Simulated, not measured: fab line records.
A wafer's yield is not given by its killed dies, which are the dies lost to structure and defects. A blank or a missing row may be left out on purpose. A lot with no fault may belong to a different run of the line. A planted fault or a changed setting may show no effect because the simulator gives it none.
Problem report, 8D (eight disciplines) form, completed by code || flow gf180mcu || the parts of the form that need people (team, actions taken, sign-off) are left out

1. THE PROBLEM
oes-product-au at GF_PASSIVATION_STRIP_12 reads a mean of 0.690 a.u. on 6 wafers of 3 lots; wafers without a fault read 0.718 a.u. with a standard deviation of 0.0044. That puts it -6.4 standard deviations away from the usual mean.
The step: strips in O2/N2.
Seen first at day 32 16:59 on plasma-asher-01, wafer L321.3. The record holds 36 wafers of 12 lots with a number at this step. By rule, "out" or "out of limits" means more than 4 standard deviations away from the usual mean. All remaining wafers that have a number are taken as sound.

2. WHAT IT IS AND WHAT IT IS NOT
{"question": "which readings at this step", "is": "oes-product-au", "is not": "drypump-motor-current-A, heater-power-w"}
{"question": "which lots", "is": "L321, L323, L324", "is not": "L311, L313, L318, L325, L327, L328, L330, L331, L333"}
{"question": "which wafers of those lots", "is": "L321.3, L321.6, L323.1, L323.6, L324.3, L324.6", "is not": "L321.5, L323.5, L324.5"}
{"question": "read on which tools", "is": "plasma-asher-01", "is not": "plasma-asher-02, plasma-asher-03"}
{"question": "when", "is": "from day 32 16:59", "is not": "up to then (10 sound wafers); but 20 sound wafers of L323, L324, L325, L327, L328, L330, L331, L333 came after"}

3. WHAT RULES OUT EACH SUSPECT
Counting: if a tool at a process step up to the reading ran every lot that is out, it stays a suspect. Sound lots after the first of them don't rule it out here, since some wafers of a struck lot are sound.
- plasma-asher-01 at GF_PASSIVATION_STRIP_12 (strips in O2/N2): kept. It processed each lot that is out (first: L321, day 32 16:59); up to then, its last sound lot is L318 (day 31 22:35). Its own oes-product-au readings are out on those wafers.
- At GF_PASSIVATION_STRIP_12 on plasma-asher-01, chamber 0 took the sound wafers of the same lots and chamber 1 took the wafers that are out.
Remaining after the count: plasma-asher-01 at GF_PASSIVATION_STRIP_12.

4. THE CAUSE (what the simulator had put in)
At GF_PASSIVATION_STRIP_12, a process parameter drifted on plasma-asher-01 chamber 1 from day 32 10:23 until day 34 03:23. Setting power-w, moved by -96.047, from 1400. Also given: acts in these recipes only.
This tool alone remained once counting was done.

5. THE CHAIN OF EFFECTS, in route order
Rows list readings where the struck wafers' mean (over those with a number) sits beyond 3 standard deviations from the usual. Readings are gone through only where the record gives a usual standard deviation; hours: the median, over the lots, of the time from a lot's start at the first step in this table giving one to that lot's start at this step; sigmas: the change measured in usual standard deviations.
{"hours": 0, "step": "GF_PASSIVATION_STRIP_12", "reading": "oes-product-au", "usual": "0.718 a.u.", "on struck wafers": 0.690, "change": -0.028, "sigmas": -6.4}
{"hours": 0, "step": "GF_PASSIVATION_STRIP_12", "reading": "strip-time-to-endpoint-s", "usual": "32.9 s", "on struck wafers": 34.6, "change": "+1.7", "sigmas": "+5.4"}
It contains these process steps:
- GF_PASSIVATION_STRIP_12: strips in O2/N2.

6. WHAT WOULD HAVE CAUGHT IT SOONER
The fault began at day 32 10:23; the first out-of-limits reading in this record came at day 32 16:59, 7 hours later.
